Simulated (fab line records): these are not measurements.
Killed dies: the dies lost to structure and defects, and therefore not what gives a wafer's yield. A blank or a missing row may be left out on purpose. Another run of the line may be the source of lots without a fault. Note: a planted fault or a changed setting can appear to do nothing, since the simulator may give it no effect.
The tool behind it: which one? :: flow sky130 :: 10 lots, 30 wafers sampled, at 4 steps of a route of 708

## WHAT THE GAUGES READ, wafer by wafer
SKY_FIELD_ISO_THK_MEAS_04. Usual: FIELD_ISO_CVD_03_THK gives 164.5 nm (standard deviation 1.6).
lot: L324
measured: day 1 16:11
on: film metro-03
FIELD_ISO_CVD_03_THK (nm): 164.6 165.5 164.4
flag: 

lot: L325
measured: day 1 19:27
on: film metro-01
FIELD_ISO_CVD_03_THK (nm): 163.9 163.4 163.0
flag: 

lot: L326
measured: day 2 00:08
on: film metro-02
FIELD_ISO_CVD_03_THK (nm): 164.3 165.5 164.3
flag: 

lot: L327
measured: day 2 04:33
on: film metro-02
FIELD_ISO_CVD_03_THK (nm): 166.0 166.1 164.2
flag: 

lot: L328
measured: day 2 11:44
on: film metro-02
FIELD_ISO_CVD_03_THK (nm): 160.5 161.3 160.3
flag: 

lot: L329
measured: day 2 15:23
on: film metro-01
FIELD_ISO_CVD_03_THK (nm): 167.0 165.6 166.9
flag: 

lot: L330
measured: day 2 19:55
on: film metro-01
FIELD_ISO_CVD_03_THK (nm): 163.1 162.0 161.8
flag: 

lot: L331
measured: day 3 01:45
on: film metro-01
FIELD_ISO_CVD_03_THK (nm): 163.5 163.6 163.9
flag: 

lot: L332
measured: day 3 05:35
on: film metro-01
FIELD_ISO_CVD_03_THK (nm): 166.6 166.0 166.8
flag: 

lot: L333
measured: day 3 10:53
on: film metro-03
FIELD_ISO_CVD_03_THK (nm): 165.0 165.6 165.0
flag: 

SKY_NWELL_TW_MEAS_26. Usual: NWELL_2_TW gives 498 (standard deviation 6.7).
lot: L324
measured: day 5 11:35
on: film metro-01
NWELL_2_TW: 488 489 488
flag: 

lot: L325
measured: day 5 15:46
on: film metro-04
NWELL_2_TW: 499 499 499
flag: 

lot: L326
measured: day 5 18:23
on: film metro-04
NWELL_2_TW: 499 497 499
flag: 

lot: L327
measured: day 6 00:25
on: film metro-02
NWELL_2_TW: 499 503 503
flag: 

lot: L328
measured: day 6 09:37
on: film metro-02
NWELL_2_TW: 505 502 503
flag: 

lot: L329
measured: day 6 13:44
on: film metro-02
NWELL_2_TW: 503 505 504
flag: 

lot: L330
measured: day 6 18:58
on: film metro-02
NWELL_2_TW: 967 967 964
flag: OFF

lot: L331
measured: day 7 01:32
on: film metro-02
NWELL_2_TW: 966 963 962
flag: OFF

lot: L332
measured: day 7 07:49
on: film metro-04
NWELL_2_TW: 954 958 955
flag: OFF

lot: L333
measured: day 7 14:20
on: film metro-01
NWELL_2_TW: 937 936 937
flag: OFF

SKY_GATE_OXIDE_THK_MEAS_02. Usual: GATE_OXIDE_OXIDATION_00_THK gives 10.26 nm (standard deviation 0.17).
lot: L324
measured: day 12 21:29
on: film metro-01
GATE_OXIDE_OXIDATION_00_THK (nm): 10.26 10.36 10.61
flag: 

lot: L325
measured: day 13 01:53
on: film metro-01
GATE_OXIDE_OXIDATION_00_THK (nm): 10.24 10.25 10.38
flag: 

lot: L326
measured: day 13 06:36
on: film metro-02
GATE_OXIDE_OXIDATION_00_THK (nm): 10.06 10.02 10.15
flag: 

lot: L327
measured: day 13 15:41
on: film metro-01
GATE_OXIDE_OXIDATION_00_THK (nm): 10.20 10.03 10.03
flag: 

lot: L328
measured: day 14 01:22
on: film metro-01
GATE_OXIDE_OXIDATION_00_THK (nm): 10.13 10.17 10.05
flag: 

lot: L329
measured: day 14 10:41
on: film metro-02
GATE_OXIDE_OXIDATION_00_THK (nm): 10.32 10.19 10.30
flag: 

lot: L330
measured: day 14 14:57
on: film metro-01
GATE_OXIDE_OXIDATION_00_THK (nm): 10.34 10.23 10.40
flag: 

lot: L331
measured: day 15 01:52
on: film metro-04
GATE_OXIDE_OXIDATION_00_THK (nm): 10.26 10.13 10.27
flag: 

lot: L332
measured: day 15 11:09
on: film metro-04
GATE_OXIDE_OXIDATION_00_THK (nm): 10.35 10.17 10.22
flag: 

lot: L333
measured: day 15 18:05
on: film metro-04
GATE_OXIDE_OXIDATION_00_THK (nm): 10.44 10.26 10.39
flag: 

## EACH LOT AND THE TOOL THAT RAN IT (in order: tool; ch and the chambers of the sampled wafers; start)
lot: L324
SKY_NWELL_IMPLANT_24: implanter-01 ch 0, day 5 11:20

lot: L325
SKY_NWELL_IMPLANT_24: implanter-04 ch 0, day 5 15:32

lot: L326
SKY_NWELL_IMPLANT_24: implanter-01 ch 0, day 5 18:08

lot: L327
SKY_NWELL_IMPLANT_24: implanter-01 ch 0, day 6 00:10

lot: L328
SKY_NWELL_IMPLANT_24: implanter-02 ch 0, day 6 09:22

lot: L329
SKY_NWELL_IMPLANT_24: implanter-02 ch 0, day 6 13:31

lot: L330
SKY_NWELL_IMPLANT_24: implanter-01 ch 0, day 6 18:43

lot: L331
SKY_NWELL_IMPLANT_24: implanter-02 ch 0, day 7 01:19

lot: L332
SKY_NWELL_IMPLANT_24: implanter-04 ch 0, day 7 07:34

lot: L333
SKY_NWELL_IMPLANT_24: implanter-04 ch 0, day 7 14:05
- SKY_NWELL_IMPLANT_24

## WHAT THE TOOLS THEMSELVES READ (means of the sampled wafers that have a number; where no wafer has one, the mark that the record gives instead)
The record holds no such reading with a usual standard deviation.

## THE ANSWER, worked out from the rows above alone
Rule: lot off if the mean of its wafers having a number is beyond 3 standard deviations from the usual mean. Also off: a lot with no number at a reading for which 4 or more lots have one. Any other lot the step has rows for is counted as sound. First the gauges in route order, then the tools' own readings, where a lot's mean is used as printed above. The first step at which some lot is off is used, and at that step the reading that is off furthest; a lot without a number counts as furthest.
Off: L330, L331, L332, L333, at SKY_NWELL_TW_MEAS_26 (NWELL_2_TW).
If a tool, at a process step before that reading, ran all the lots that are off and no sound lot after the first of them, it fits. The gauges at SKY_NWELL_TW_MEAS_26 are tried like those tools. Not one of the candidates tried fits.

## WHAT THE SIMULATOR HAD PUT IN
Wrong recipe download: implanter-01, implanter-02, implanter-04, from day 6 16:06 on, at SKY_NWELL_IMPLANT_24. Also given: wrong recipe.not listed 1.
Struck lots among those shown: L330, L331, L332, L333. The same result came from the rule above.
